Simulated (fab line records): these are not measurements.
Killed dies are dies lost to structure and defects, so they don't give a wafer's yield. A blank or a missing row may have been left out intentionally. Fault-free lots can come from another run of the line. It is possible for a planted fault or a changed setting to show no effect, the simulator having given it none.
Matching of chambers | flow sky130 | SKY_POLY_CUT_ETCH_11 on rie-diel-01: 4 sister chambers
The step etches Si3N4 in CF4/CH2F2/Ar, stops on poly-Si, time 42.5 s, target depth 60 nm. 4 wafers are shown with their chamber, then 7 later ones without.

== EACH WAFER AND ITS CHAMBER ==
wafer  | chamber | drypump-motor-current-A (A)
L595.1 | 3       | 5.3
L595.3 | 1       | 5.6
L599.3 | 0       | 5.5
L599.5 | 2       | 5.9

== WAFERS MISSING THEIR CHAMBER ==
wafer  | drypump-motor-current-A (A)
L599.6 | 5.6
L602.2 | 5.6
L602.3 | 5.4
L602.4 | 5.2
L612.2 | 5.2
L612.3 | 5.6
L612.4 | 5.4

== WHICH CHAMBER EACH WENT THROUGH ==
wafer  | from the rows above          | in truth
L599.6 | can't be placed: 1 or 0      | 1
L602.2 | can't be placed: 1 or 0      | 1
L602.3 | can't be placed: 0 or 3 or 1 | 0
L602.4 | 3                            | 3
L612.2 | 3                            | 3
L612.3 | can't be placed: 1 or 0      | 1
L612.4 | can't be placed: 0 or 3 or 1 | 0
Correctly placed: 2 of 7. Cannot be placed on the basis of these rows: 5; the candidates contain the true chamber in 5. 0 placed wrongly.
How it was worked out, from the rows above alone: a wafer's distance from a chamber is the root of the sum, over the readings, of the square of ((its reading less the chamber's mean) divided by the reading's scatter). If the next closest chamber is less than 2 further off than the closest, the wafer can't be placed; otherwise it belongs to the closest. The mean given for a chamber averages the wafers shown for that chamber. The scatter: with one shown wafer a chamber, the root of the mean of the squares of how far each hidden wafer lies from its nearest shown one.
